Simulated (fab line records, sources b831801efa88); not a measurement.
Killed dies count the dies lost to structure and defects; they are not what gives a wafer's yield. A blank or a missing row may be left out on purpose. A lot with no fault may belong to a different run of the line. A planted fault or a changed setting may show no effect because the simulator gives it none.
fab line records	flow sky130
[record] lots = 6	wafers = 18	last-day = 52
route steps=708 shown VIA3@587 METAL4@598 PAD_OPEN@708
lots with no fault: from the same line, run without faults
start-h: hours from the record's opening day to when the first of the lot's shown wafers began	wait-h: time in hours since the lot's previous step	" identical to the entry in the row above	L1.1+2: a single row standing in for several wafers	- no value, or no start given	* or withheld: withheld	< > ~ a bound
route shown NAME@n: names a module that has steps shown in the file, with the first one's number in the route	usual: mean/standard deviation of fault-free wafers	same: alike in all rows	chamber/n: place in a boat	sites: readings site by site	_std_site: the values' standard deviation	_edge_site: the outer-site mean with the inner-site mean subtracted	radius-mm: for every site, how far away it sits from the centre of the wafer	mask NAME#n: copy n	behind: the most recent tool/chamber to have shaped the wafer	hold: the reason the lot was held/the length of the hold in hours/how it ended	device: the transistor (n, p or np) that didn't switch	end of line: tests run on the same wafers once the route is complete	a step without rows: its recipe alone	killed: count of dies lost to structure and defects at first sort (not the wafer's yield)	map: dies across one wafer; x = killed, . = not, _ = none there
set.NAME: the run value of the setting; set.NAME@STEP: its run value at that earlier step	model.NAME: the simulator's own value behind a step, which no gauge read
lots at selected steps of the route; one table per step, one row per wafer
services: when a tool's chamber went out of use (start-h, in hours from the record's first day, below 0 if earlier), for how many hours, and the reason
[[steps]]
[step SKY_VIA3_ETCH_14]
[recipe] chemistry = N2/H2	target = BARC	ion-energy-ev = 200	source-w = 500	bias-w = 100	pressure-mtorr = 30	n2-flow-sccm = 100	h2-flow-sccm = 200	stop-on = SiO2	time-s = 45.9	target-depth-a = 600
[usual] drypump-motor-current-A = 5.7/0.33	oes-product-au = 0.855/0.0046	throttle-valve-pct = 13.224/0.0095
lot.wafer	tool	chamber	start-h	wait-h	drypump-motor-current-A	oes-product-au	rf-hours-counter-h	throttle-valve-pct
L326.2	rie-diel-01	1	1039.30	0.0	5.9	0.858	16	13.211
L326.3	"	0	"	"	6.1	0.856	20	13.229
L326.4	"	3	"	"	5.1	0.863	3	13.217
L328.2	rie-diel-02	0	1053.90	0.0	5.5	0.862	6	13.213
L328.5	"	0	"	"	5.5	0.855	-	13.231
L328.6	"	1	"	"	5.4	0.854	-	13.221
L335.1	rie-diel-01	2	1103.70	0.0	5.5	0.860	19	13.245
L335.3	"	3	"	"	5.1	0.855	6	13.241
L335.6	"	2	"	"	5.5	0.850	-	13.223
L338.1	rie-diel-01	0	1115.05	0.0	6.1	0.855	23	13.221
L338.4	"	3	"	"	5.1	0.846	6	13.206
L338.5	"	0	"	"	6.1	0.848	-	13.224
L339.1	rie-diel-03	0	1118.30	0.0	5.7	0.856	13	13.223
L339.4	"	2	"	"	5.6	0.856	14	13.235
L339.5	"	3	"	"	5.9	0.856	-	13.222
L340.2	rie-diel-02	2	1122.08	0.0	6.2	0.855	14	13.224
L340.4	"	0	"	"	5.5	0.859	9	13.214
L340.5	"	2	"	"	6.2	0.852	-	13.228
[step SKY_VIA3_ETCH_15]
[recipe] target = SiO2	chemistry = C4F8/O2/Ar	target-depth-nm = 507	stop-on = TiN	mask-material = KrF-thick	source-w = 1500	bias-w = 1200	pressure-mtorr = 40	c4f8-flow-sccm = withheld	O2_flow_sccm = 6	Ar_flow_sccm = 300	time-s = 78
[step SKY_VIA3_STRIP_16]
[recipe] chemistry = O2/N2	power-w = 1400	pressure-mtorr = 1500	platen-temp-c = withheld	o2-flow-sccm = 3000	n2-flow-sccm = 300	overash-fraction = 0.5
[usual] drypump-motor-current-A = 5.8/0.57	oes-product-au = 0.403/0.0045	strip-time-to-endpoint-s = 4.152/0.026
lot.wafer	tool	chamber	start-h	wait-h	drypump-motor-current-A	oes-product-au	rf-hours-counter-h	strip-time-to-endpoint-s
L326.2	plasma-asher-03	0	1039.40	0.0	5.0	0.406	59	4.182
L326.3	"	1	"	"	6.6	0.408	-	4.194
L326.4	"	0	"	"	5.0	0.414	-	4.152
L328.2	plasma-asher-01	1	1054.00	0.0	6.0	0.402	118	4.203
L328.5	"	1	"	"	6.1	0.403	-	4.180
L328.6	"	0	"	"	5.8	0.399	-	4.192
L335.1	plasma-asher-03	1	1103.80	0.0	6.7	0.403	66	4.127
L335.3	"	1	"	"	6.7	0.415	-	4.141
L335.6	"	1	"	"	6.7	0.403	-	4.137
L338.1	plasma-asher-01	0	1115.15	0.0	5.8	0.400	5	4.176
L338.4	"	0	"	"	5.9	0.397	-	4.172
L338.5	"	0	"	"	5.8	0.406	-	4.200
L339.1	plasma-asher-03	1	1118.40	0.0	6.7	0.401	67	4.153
L339.4	"	0	"	"	5.0	0.403	-	4.157
L339.5	"	1	"	"	6.7	0.397	-	4.168
L340.2	plasma-asher-02	0	1122.18	0.0	5.5	0.398	37	4.115
L340.4	"	1	"	"	6.0	0.394	-	4.151
L340.5	"	0	"	"	5.6	0.395	-	4.116
[step SKY_VIA3_STRIP_17]
[recipe] chemistry = post-etch-residue-remover	time-s = 1200	temp-c = 72.5
[step SKY_VIA3_CLEAN_18]
[recipe] chemistry = IPA	time-s = 180	temp-c = 25
[step SKY_VIA3_CLEAN_19]
[recipe] chemistry = O3/DIW	dry = n2-spin
[step SKY_VIA3_SPUTTER_20]
[recipe] material = TiN	target-thk-nm = 20	chamber-pressure-pa = 5	power-w = 4000	time-s = 80
[step SKY_VIA3_CVD_21]
[recipe] material = W	target-thk-nm = 390	time-s = 117.31	temp-c = 400	pressure-torr = 40
[usual] heater-power-w = 818/79
lot.wafer	tool	chamber	start-h	wait-h	heater-power-w
L326.2	cvd-w-01	1	1040.10	0.0	782
L326.3	"	0	"	"	683
L326.4	"	1	"	"	804
L328.2	cvd-w-02	1	1054.66	0.0	818
L328.5	"	1	"	"	809
L328.6	"	0	"	"	904
L335.1	cvd-w-02	1	1104.45	0.0	816
L335.3	"	1	"	"	795
L335.6	"	1	"	"	809
L338.1	cvd-w-02	0	1115.85	0.0	912
L338.4	"	1	"	"	810
L338.5	"	1	"	"	793
L339.1	cvd-w-02	1	1119.07	0.0	827
L339.4	"	0	"	"	902
L339.5	"	0	"	"	912
L340.2	cvd-w-01	1	1122.84	0.0	819
L340.4	"	0	"	"	672
L340.5	"	0	"	"	695
[step SKY_VIA3_RS_MEAS_22]
[recipe] thk-meas-gauge = four-point-probe	reads = W_of_VIA3_CVD_21+TiN_of_VIA3_SPUTTER_20
[usual] VIA3_W_RS = 0.295/0.004
lot.wafer	tool	chamber	start-h	wait-h	VIA3_W_RS[ohm/sq]
L326.2	film-metro-01	-	1040.24	0.1	0.296
L326.3	"	-	"	"	0.286
L326.4	"	-	"	"	0.294
L328.2	film-metro-04	-	1054.80	0.1	0.299
L328.5	"	-	"	"	0.302
L328.6	"	-	"	"	0.298
L335.1	film-metro-04	-	1104.58	0.1	0.298
L335.3	"	-	"	"	0.299
L335.6	"	-	"	"	0.301
L338.1	film-metro-01	-	1115.97	0.1	0.299
L338.4	"	-	"	"	0.299
L338.5	"	-	"	"	0.297
L339.1	film-metro-02	-	1119.19	0.1	0.297
L339.4	"	-	"	"	0.295
L339.5	"	-	"	"	0.292
L340.2	film-metro-04	-	1122.98	0.1	0.293
L340.4	"	-	"	"	0.290
L340.5	"	-	"	"	0.292
[step SKY_VIA3_THK_MEAS_23]
[recipe] thk-meas-gauge = xrf	reads = W_of_VIA3_CVD_21
[usual] VIA3_W_THK = 392/5.9
lot.wafer	tool	chamber	start-h	wait-h	VIA3_W_THK[nm]
L326.2	film-metro-01	-	1040.35	0.1	383
L326.3	"	-	"	"	400
L326.4	"	-	"	"	388
L328.2	film-metro-04	-	1054.91	0.1	389
L328.5	"	-	"	"	385
L328.6	"	-	"	"	391
L335.1	film-metro-04	-	1104.70	0.1	388
L335.3	"	-	"	"	385
L335.6	"	-	"	"	385
L338.1	film-metro-01	-	1116.09	0.1	388
L338.4	"	-	"	"	388
L338.5	"	-	"	"	391
L339.1	film-metro-02	-	1119.31	0.1	389
L339.4	"	-	"	"	389
L339.5	"	-	"	"	395
L340.2	film-metro-04	-	1123.09	0.1	394
L340.4	"	-	"	"	399
L340.5	"	-	"	"	396
[step SKY_VIA3_CMP_24]
[recipe] stop-on = SiO2	t-overpolish-s = 20	down-force-psi = 3.5	platen-rpm = 60	target-thk-nm = 0	pad-velocity-m-s = 0.94248
[usual] head-pressure-psi = 3.500/0.0073	motor-current-A = 10.5/0.89	overpolish-run-s = 20.000/0.0086	slurry-filter-dp-kPa = 13.51/0.15	time-to-endpoint-s = 94/3.3
lot.wafer	tool	chamber	start-h	wait-h	head-pressure-psi	motor-current-A	overpolish-run-s	slurry-filter-dp-kPa	time-to-endpoint-s
L326.3	cmp-02	2	1040.45	0.1	3.509	10.2	19.993	13.63	98
L326.4	"	3	"	"	3.502	10.9	20.018	13.65	91
L326.2	"	0	"	"	3.502	9.9	20.013	13.71	94
L328.2	cmp-01	1	1055.11	0.2	3.500	11.7	20.005	13.39	96
L328.5	"	2	"	"	3.495	9.7	19.991	13.51	93
L328.6	"	3	"	"	3.507	12.4	20.009	13.39	93
L335.1	cmp-01	0	1104.81	0.1	3.494	9.7	20.010	13.40	97
L335.3	"	2	"	"	3.507	9.5	20.002	13.50	91
L335.6	"	0	"	"	3.502	9.7	20.002	13.44	93
L338.1	cmp-02	2	1116.15	0.1	3.492	9.9	20.014	13.42	90
L338.4	"	0	"	"	3.491	10.1	19.994	13.48	96
L338.5	"	2	"	"	3.497	10.0	19.996	13.77	87
L339.1	cmp-02	3	1119.37	0.1	3.494	10.9	20.007	13.63	95
L339.4	"	1	"	"	3.512	11.5	20.002	13.48	91
L339.5	"	0	"	"	3.500	10.1	19.999	13.40	99
L340.4	cmp-01	1	1123.24	0.1	3.491	11.3	19.991	13.45	95
L340.2	"	2	"	"	3.506	9.8	20.004	13.70	94
L340.5	"	2	"	"	3.501	9.8	19.998	13.27	92
[step SKY_METAL4_SPUTTER_00]
[recipe] material = Ti	target-thk-nm = 15	power-w = 2953	time-s = 10	chamber-pressure-pa = 0.4
[usual] cathode-dc-power-W = 2953.0/0.56	throttle-valve-pct = 30.4/0.82
lot.wafer	tool	chamber	start-h	wait-h	cathode-dc-power-W	throttle-valve-pct
L326.2	pvd-sputter-01	-	1040.70	0.1	2952.8	30.0
L326.3	"	-	"	"	2952.1	29.4
L326.4	"	-	"	"	2953.4	29.7
L328.2	pvd-sputter-02	-	1055.26	0.1	2953.1	29.5
L328.5	"	-	"	"	2952.8	32.1
L328.6	"	-	"	"	2952.8	30.8
L335.1	pvd-sputter-02	-	1105.06	0.2	2953.2	30.9
L335.3	"	-	"	"	2952.3	29.2
L335.6	"	-	"	"	2953.6	29.5
L338.1	pvd-sputter-02	-	1116.45	0.2	2953.2	32.2
L338.4	"	-	"	"	2953.1	29.4
L338.5	"	-	"	"	2952.9	32.2
L339.1	pvd-sputter-01	-	1119.67	0.2	2952.9	29.7
L339.4	"	-	"	"	2953.3	29.7
L339.5	"	-	"	"	2953.4	29.9
L340.2	pvd-sputter-01	-	1123.54	0.2	2952.8	30.0
L340.4	"	-	"	"	2953.2	30.0
L340.5	"	-	"	"	2953.8	29.9
[step SKY_METAL4_SPUTTER_01]
[recipe] material = TiN	target-thk-nm = 20	power-w = 6500	time-s = 16.7	chamber-pressure-pa = 0.4
[usual] cathode-dc-power-W = 6499.7/1.2	throttle-valve-pct = 30.4/0.81
lot.wafer	tool	chamber	start-h	wait-h	cathode-dc-power-W	throttle-valve-pct	model.TiN_of_METAL4_SPUTTER_01.thk-nm
L326.2	pvd-sputter-01	-	1040.72	0.0	6500.4	30.1	20.34
L326.3	"	-	"	"	6502.7	29.8	20
L326.4	"	-	"	"	6499.3	30.2	19.89
L328.2	pvd-sputter-02	-	1055.29	0.0	6497.8	29.6	20.07
L328.5	"	-	"	"	6501.6	32.2	19.97
L328.6	"	-	"	"	6499.7	30.9	20.09
L335.1	pvd-sputter-02	-	1105.08	0.0	6499.3	30.7	34.12
L335.3	"	-	"	"	6499.9	29.4	19.72
L335.6	"	-	"	"	6499.6	29.6	19.7
L338.1	pvd-sputter-02	-	1116.47	0.0	6499.1	32.1	34.48
L338.4	"	-	"	"	6499.2	29.4	19.97
L338.5	"	-	"	"	6500.9	32.0	34.44
L339.1	pvd-sputter-01	-	1119.69	0.0	6499.3	30.2	20.46
L339.4	"	-	"	"	6497.9	30.0	20.1
L339.5	"	-	"	"	6501.8	30.1	20.09
L340.2	pvd-sputter-01	-	1123.56	0.0	6500.4	30.0	20.45
L340.4	"	-	"	"	6497.8	30.0	20.35
L340.5	"	-	"	"	6500.1	29.9	20.26
[step SKY_METAL4_SPUTTER_02]
[recipe] material = AlCu	target-thk-nm = 735	power-w = 10600	time-s = 39.1	chamber-pressure-pa = 0.4
[step SKY_PAD_OPEN_PROBE_99]
[usual] defect-limited-yield = 82.5/1.9	killed_at_M0_to_M3 = 44/7.1	killed_at_M4_up = 3.3/1.9	killed-at-contacts = 24/5.3	killed-at-front-end = 15/4.5	killed-at-other = 0.3/0.55	killed-dies = 86/9.5	killed-open = 46/7.3	killed-short = 39/6.4	sort_bin_3_pad_short = 0.9/0.43	sort_bin_5_function = 10.3/1.4	sort_bin_6_memory = 6.3/1	sort-n-pass = 406/9.5	sort-yield-pct = 82.5/1.9
[same] gross-dies = 492	killed-at-back-side = 0	sort_bin_4_leakage[%] = 0	sort_bin_8_speed[%] = 0
lot.wafer	tool	chamber	start-h	wait-h	defect-limited-yield[%]	killed_at_M0_to_M3	killed_at_M4_up	killed-at-contacts	killed-at-front-end	killed-at-other	killed-dies	killed-open	killed-short	sort_bin_3_pad_short[%]	sort_bin_5_function[%]	sort_bin_6_memory[%]	sort-n-pass	sort-yield-pct[%]
L326.2	prober-01	-	1176.26	0.1	80.9	49	2	19	24	0	94	59	35	0.6	12.0	6.5	398	80.9
L326.3	prober-01	-	1176.31	0.2	85.0	32	3	19	19	1	74	46	27	0.4	9.3	5.3	418	85.0
L326.4	prober-01	-	1176.36	0.2	82.3	49	5	17	16	0	87	42	45	0.8	11.0	5.9	405	82.3
L328.2	prober-02	-	1189.35	0.1	81.1	51	3	30	9	0	93	48	43	0.6	11.6	6.7	399	81.1
L328.5	prober-02	-	1189.50	0.2	83.7	44	4	24	8	0	80	43	37	0.8	10.2	5.3	412	83.7
L328.6	prober-02	-	1189.55	0.2	83.1	41	0	34	8	0	83	51	30	0.8	9.6	6.5	409	83.1
L335.1	prober-01	-	1226.01	0.1	85.0	40	1	20	13	0	74	37	37	0.2	9.8	5.1	418	85.0
L335.3	prober-01	-	1226.11	0.2	82.5	43	5	24	13	1	86	43	43	1.4	11.6	4.5	406	82.5
L335.6	prober-01	-	1226.26	0.2	83.9	37	3	27	12	0	79	45	33	1.0	9.3	5.7	413	83.9
L338.1	prober-01	-	1235.42	0.1	78.3	48	4	33	22	0	107	58	49	1.2	12.2	8.3	385	78.3
L338.4	prober-01	-	1235.57	0.2	81.9	33	3	37	16	0	89	49	40	1.0	10.2	6.9	403	81.9
L338.5	prober-01	-	1235.62	0.2	79.7	50	3	30	17	0	100	55	45	0.8	12.4	7.1	392	79.7
L339.1	prober-01	-	1238.02	0.1	84.8	43	0	20	12	0	75	40	35	1.2	8.3	5.7	417	84.8
L339.4	prober-01	-	1238.17	0.2	83.7	38	1	20	21	0	80	42	36	0.2	10.2	5.9	412	83.7
L339.5	prober-01	-	1238.22	0.2	82.7	42	2	27	14	0	85	51	34	0.4	11.2	5.7	407	82.7
L340.2	prober-02	-	1240.25	0.1	82.7	48	3	17	16	1	85	43	42	0.8	8.7	7.7	407	82.7
L340.4	prober-02	-	1240.35	0.2	80.7	50	4	28	13	0	95	40	55	1.6	11.2	6.5	397	80.7
L340.5	prober-02	-	1240.40	0.2	85.2	39	3	19	12	0	73	41	32	0	10.0	4.9	419	85.2
// killed by level:class
L326.2 VIA1:geometric-particle:open=16 VIA3:geometric-particle:open=13 LI_CONTACT:geometric-particle:open=10 FIELD_ISO:geometric-particle:short=7 VIA2:geometric-particle:open=6 POLY_GATE:geometric-particle:short=5 POLY_GATE:geometric-particle:open=4 VIA1:geometric-particle:short=4
L326.3 VIA1:geometric-particle:open=14 CONTACT:geometric-particle:open=8 POLY_GATE:geometric-particle:short=5 LI_CONTACT:geometric-particle:open=5 POLY_GATE:geometric-particle:open=4 METAL2:geometric-particle:short=4 VIA3:geometric-particle:open=4 FIELD_ISO:geometric-particle:open=3
L326.4 VIA1:geometric-particle:open=12 LI_CONTACT:geometric-particle:open=7 VIA1:geometric-particle:short=7 METAL2:geometric-particle:short=7 VIA3:geometric-particle:open=5 VIA3:geometric-particle:short=5 METAL4:geometric-particle:short=5 POLY_GATE:geometric-particle:open=4
L328.2 VIA1:geometric-particle:open=13 CONTACT:geometric-particle:open=9 METAL2:geometric-particle:short=9 LI_CONTACT:geometric-particle:open=7 LOCAL_INTERCONNECT:geometric-particle:short=6 VIA3:geometric-particle:open=6 METAL1:geometric-particle:short=5 LI_CONTACT:geometric-particle:short=4
L328.5 VIA1:geometric-particle:open=13 CONTACT:geometric-particle:open=11 VIA2:geometric-particle:open=7 METAL1:geometric-particle:short=5 VIA1:geometric-particle:short=5 METAL2:geometric-particle:short=5 LI_CONTACT:geometric-particle:short=4 LI_CONTACT:geometric-particle:open=4
L328.6 VIA1:geometric-particle:open=14 LI_CONTACT:geometric-particle:open=13 METAL2:geometric-particle:short=7 CONTACT:geometric-particle:open=6 LI_CONTACT:geometric-particle:short=5 VIA2:geometric-particle:open=5 CONTACT:geometric-particle:short=4 VIA1:geometric-particle:short=4
L335.1 VIA3:geometric-particle:open=7 CONTACT:geometric-particle:open=7 FIELD_ISO:geometric-particle:short=6 LI_CONTACT:geometric-particle:open=6 VIA1:geometric-particle:open=6 VIA2:geometric-particle:open=6 VIA1:geometric-particle:short=5 CONTACT:geometric-particle:short=5
L335.3 CONTACT:geometric-particle:open=12 VIA1:geometric-particle:open=9 VIA1:geometric-particle:short=8 METAL4:geometric-particle:short=5 POLY_GATE:geometric-particle:short=5 METAL1:geometric-particle:short=5 FIELD_ISO:geometric-particle:open=4 METAL2:geometric-particle:short=4
L335.6 CONTACT:geometric-particle:open=10 VIA3:geometric-particle:open=8 LI_CONTACT:geometric-particle:open=7 VIA1:geometric-particle:open=6 METAL1:geometric-particle:short=5 METAL2:geometric-particle:short=5 POLY_GATE:geometric-particle:open=4 CONTACT:geometric-particle:short=4
L338.1 CONTACT:geometric-particle:open=13 POLY_GATE:geometric-particle:short=9 VIA3:geometric-particle:open=8 VIA1:geometric-particle:short=7 LI_CONTACT:geometric-particle:open=7 VIA1:geometric-particle:open=7 CONTACT:geometric-particle:short=6 METAL2:geometric-particle:short=6
L338.4 LI_CONTACT:geometric-particle:open=12 CONTACT:geometric-particle:open=10 VIA1:geometric-particle:open=8 METAL1:geometric-particle:short=6 CONTACT:geometric-particle:short=6 FIELD_ISO:geometric-particle:open=5 LOCAL_INTERCONNECT:geometric-particle:short=5 FIELD_ISO:geometric-particle:short=4
L338.5 VIA2:geometric-particle:open=10 VIA1:geometric-particle:open=9 LI_CONTACT:geometric-particle:open=8 CONTACT:geometric-particle:open=8 VIA1:geometric-particle:short=8 CONTACT:geometric-particle:short=6 METAL2:geometric-particle:short=6 LI_CONTACT:geometric-particle:short=5
L339.1 VIA1:geometric-particle:open=13 CONTACT:geometric-particle:open=7 VIA2:geometric-particle:open=7 METAL1:geometric-particle:short=6 LI_CONTACT:geometric-particle:short=5 METAL2:geometric-particle:short=5 CONTACT:geometric-particle:short=5 VIA3:geometric-particle:open=5
L339.4 VIA1:geometric-particle:open=12 FIELD_ISO:geometric-particle:short=7 CONTACT:geometric-particle:short=7 FIELD_ISO:geometric-particle:open=6 VIA2:geometric-particle:short=5 VIA3:geometric-particle:open=5 LI_CONTACT:geometric-particle:short=4 CONTACT:geometric-particle:open=4
L339.5 CONTACT:geometric-particle:open=13 VIA1:geometric-particle:open=10 LI_CONTACT:geometric-particle:open=7 VIA1:geometric-particle:short=6 VIA3:geometric-particle:open=6 VIA2:geometric-particle:open=6 METAL1:geometric-particle:short=5 FIELD_ISO:geometric-particle:open=3
L340.2 CONTACT:geometric-particle:open=8 METAL1:geometric-particle:short=8 VIA2:geometric-particle:open=7 METAL2:geometric-particle:short=6 VIA3:geometric-particle:open=6 POLY_GATE:geometric-particle:short=5 VIA1:geometric-particle:short=5 VIA1:geometric-particle:open=5
L340.4 METAL1:geometric-particle:short=10 CONTACT:geometric-particle:open=8 LOCAL_INTERCONNECT:geometric-particle:short=7 CONTACT:geometric-particle:short=7 METAL2:geometric-particle:short=7 VIA1:geometric-particle:open=6 VIA3:geometric-particle:open=6 VIA3:geometric-particle:short=5
L340.5 VIA3:geometric-particle:open=10 CONTACT:geometric-particle:open=9 VIA1:geometric-particle:open=8 POLY_GATE:geometric-particle:open=5 LOCAL_INTERCONNECT:geometric-particle:short=4 METAL2:geometric-particle:short=4 METAL3:geometric-particle:short=4 FIELD_ISO:geometric-particle:open=3
[[services]]
tool	chamber	start-h	hours	kind
rie-diel-02	2	1015.94	8.9	repair
cmp-02	-	1016.83	10.2	pm
rie-diel-01	0	1016.83	21.2	repair
rie-diel-03	2	1018.99	2.5	repair
plasma-asher-03	-	1023.54	6.3	repair
plasma-asher-01	-	1036.72	10.0	repair
rie-diel-03	2	1041.60	8.4	repair
rie-diel-02	2	1046.80	9.8	repair
cmp-02	-	1050.87	0.5	repair
plasma-asher-01	-	1055.25	9.0	pm
plasma-asher-01	0	1055.25	9.0	vent-cycle
plasma-asher-01	1	1055.25	9.0	vent-cycle
plasma-asher-01	-	1058.69	0.6	repair
rie-diel-03	0	1059.34	14.8	repair
rie-diel-03	3	1070.42	1.5	repair
rie-diel-01	1	1075.17	5.0	repair
cvd-w-02	-	1077.41	6.0	pm
plasma-asher-02	-	1078.47	2.8	pm
cmp-01	-	1084.26	4.0	pm
rie-diel-03	2	1088.00	5.4	repair
cmp-01	-	1088.26	-	consumable-replace:conditioner
cmp-01	-	1088.26	-	consumable-replace:pad
plasma-asher-01	-	1109.32	2.8	pm
rie-diel-03	-	1121.72	0.6	repair
[[key]]
first-sign none at tools or gauges
[model-effect] step = SKY_METAL4_SPUTTER_01	value = TiN_of_METAL4_SPUTTER_01.thk-nm	without = 19.94	struck = 34.35
met-at SKY_METAL4_SPUTTER_01
struck-wafers L335.1,L338.1,L338.5
onset-between 1055.29 1105.08
[fault] kind = process-parameter-drift	tool = pvd-sputter-02	chamber = -	onset-h = 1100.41	steps = SKY_METAL4_SPUTTER_01	channel = target-thk-nm	offset = 14.41	shape = step	end-h = 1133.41	scope = struck-wafers-only	acts-in = these-recipes-only	stated = 20
